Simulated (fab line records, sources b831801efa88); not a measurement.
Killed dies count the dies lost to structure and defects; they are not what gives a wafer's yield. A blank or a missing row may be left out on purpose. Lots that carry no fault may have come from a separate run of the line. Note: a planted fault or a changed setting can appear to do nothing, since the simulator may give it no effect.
A lot that was struck, set against a sound lot | flow gf180mcu | 43 out of 602 route steps
Sound: wafers L944.2, L944.4, L944.6. Wafers struck: L954.2, L954.4, L954.5. The cause comes at the end.
At each step with rows: each side's tool, then ch and its chambers, then its first start. Under that, the readings that differ: sound wafers | struck wafers | difference of the means | sigmas: that difference in standard deviations of wafers without a fault.
alike: words and numbers the same on both sides, and readings whose means are apart by under 2 such deviations; not compared: readings that were withheld, readings missing a value for some wafer, numbers with overlapping values and no deviation given by the record, and bounds like >300 which may hide the same value.
A row with sigmas, a row that says differs or no value, or rows on one side alone: a step with any of these is where the two part. When numbers do not overlap yet have no deviation, they are printed without sigmas and do not part them. A reading missing from all wafers of one side parts the sides only when that side holds two or more wafers.

first, 2 steps without rows for these wafers: GF_NWELL_IMPLANT_08; GF_NWELL_IMPLANT_09.
GF_NWELL_STRIP_10: strips in O2/N2.
  sound on plasma_asher-02 ch 0,1, day 3 12:02; struck on plasma_asher-03 ch 0,1, day 5 19:35
  alike: drypump_motor_current_A, heater_power_w, oes_product_au, strip_time_to_endpoint_s
  not compared: rf_hours_counter_h
GF_NWELL_TW_MEAS_11:
  struck on film_metro-01, day 5 19:42; sound on film_metro-03, day 3 12:09
  alike: NWELL_TW
then, 7 steps without rows for these wafers: GF_LVPWELL_DEHYDRATE_00 (time 60 s); GF_LVPWELL_HMDS_01 (prime time 60 s); GF_LVPWELL_COAT_02 (resist thk 3000 nm); GF_LVPWELL_SOFTBAKE_03; GF_LVPWELL_EXPOSE_04 (exposes mask LVPWELL, target cd 600 nm); GF_LVPWELL_PEB_05; GF_LVPWELL_DEVELOP_06 (develop time 60 s).
GF_LVPWELL_OVL_MEAS_07:
  struck on overlay-02, day 6 10:22; sound on overlay-01, day 4 01:28
  reading          | sound         | struck      | difference | sigmas
  LVPWELL_OVL (nm) | 0.8 -0.7 -1.8 | 2.4 3.6 2.3 | +3.3       | +2
GF_LVPWELL_IMPLANT_08:
  sound on implanter-04 ch 0, day 4 01:31; struck on implanter-02 ch 0, day 6 10:26
  reading            | sound                            | struck                          | difference  | sigmas
  dose_ions_cm2      | 1.4994e+13 1.5025e+13 1.5002e+13 | 1.1471e+13 1.146e+13 1.1447e+13 | -3.5477e+12 | -99 or more
  faraday_current_uA | 83.3 84.0 82.5                   | 65.4 65.5 65.3                  | -17.9       | -12
  alike: tilt_deg
then, 1 step without rows for these wafers: GF_LVPWELL_IMPLANT_09.
GF_LVPWELL_STRIP_10: strips in O2/N2.
  sound on plasma_asher-02 ch 0,1, day 4 01:47; struck on plasma_asher-01 ch 0,1, day 6 10:42
  alike: drypump_motor_current_A, heater_power_w, oes_product_au, strip_time_to_endpoint_s
  not compared: rf_hours_counter_h
GF_LVPWELL_TW_MEAS_11:
  struck on film_metro-01, day 6 11:02; sound on film_metro-01, day 4 01:54
  reading    | sound       | struck      | difference | sigmas
  LVPWELL_TW | 554 556 554 | 524 522 523 | -32        | -6
  not compared: hold
then, 6 steps without rows for these wafers: GF_MVSD_HMDS_01 (prime time 60 s); GF_MVSD_COAT_02 (resist thk 3000 nm); GF_MVSD_SOFTBAKE_03; GF_MVSD_EXPOSE_04 (exposes mask MVSD, target cd 1000 nm); GF_MVSD_PEB_05; GF_MVSD_DEVELOP_06 (develop time 60 s).
GF_MVSD_OVL_MEAS_07:
  struck on overlay-02, day 7 02:13; sound on overlay-01, day 4 15:43
  alike: MVSD_OVL
then, 2 steps without rows for these wafers: GF_MVSD_IMPLANT_08; GF_MVSD_IMPLANT_09.
GF_MVSD_STRIP_10: strips in O2/N2.
  sound on plasma_asher-04 ch 0,1, day 4 16:03; struck on plasma_asher-01 ch 0,1, day 7 02:33
  alike: drypump_motor_current_A, heater_power_w, oes_product_au, strip_time_to_endpoint_s
  not compared: rf_hours_counter_h
GF_MVSD_TW_MEAS_11:
  struck on film_metro-01, day 7 02:40; sound on film_metro-02, day 4 16:10
  alike: MVSD_TW
then, 7 steps without rows for these wafers: GF_MVPSD_DEHYDRATE_00 (time 60 s); GF_MVPSD_HMDS_01 (prime time 60 s); GF_MVPSD_COAT_02 (resist thk 3000 nm); GF_MVPSD_SOFTBAKE_03; GF_MVPSD_EXPOSE_04 (exposes mask MVPSD, target cd 1000 nm); GF_MVPSD_PEB_05; GF_MVPSD_DEVELOP_06 (develop time 60 s).
GF_MVPSD_OVL_MEAS_07:
  struck on overlay-02, day 7 18:32; sound on overlay-02, day 5 06:05
  alike: MVPSD_OVL
then, 2 steps without rows for these wafers: GF_MVPSD_IMPLANT_08; GF_MVPSD_IMPLANT_09.
GF_MVPSD_STRIP_10: strips in O2/N2.
  sound on plasma_asher-02 ch 1, day 5 06:25; struck on plasma_asher-02 ch 0,1, day 7 18:52
  alike: drypump_motor_current_A, heater_power_w, oes_product_au, strip_time_to_endpoint_s
  not compared: rf_hours_counter_h
GF_MVPSD_TW_MEAS_11:
  struck on film_metro-01, day 7 18:58; sound on film_metro-01, day 5 06:32
  alike: MVPSD_TW
then, 2 steps without rows for these wafers: GF_VT_IMPLANT_DEHYDRATE_00 (time 60 s); GF_VT_IMPLANT_HMDS_01 (prime time 60 s).
-- the record jumps here: 3 days lie between the struck wafers' starts before and after --
GF_VT_IMPLANT_RS_MEAS_48: measures by four-point-probe.
  struck on film_metro-01, day 10 15:16; sound on film_metro-02, day 7 19:16
  reading             | sound          | struck         | difference | sigmas
  LVPWELL_RS (ohm/sq) | 1194 1197 1199 | 1371 1372 1372 | +175       | +51
  not compared: hold
GF_PASSIVATION_PROBE_99:
  rows exist in the record for the sound wafers here (prober-01, day 29 03:23), none for the struck ones

WHERE THEY PART
Earliest at GF_LVPWELL_OVL_MEAS_07; latest, in this record, at GF_PASSIVATION_PROBE_99.

WHY: the cause the simulator had injected
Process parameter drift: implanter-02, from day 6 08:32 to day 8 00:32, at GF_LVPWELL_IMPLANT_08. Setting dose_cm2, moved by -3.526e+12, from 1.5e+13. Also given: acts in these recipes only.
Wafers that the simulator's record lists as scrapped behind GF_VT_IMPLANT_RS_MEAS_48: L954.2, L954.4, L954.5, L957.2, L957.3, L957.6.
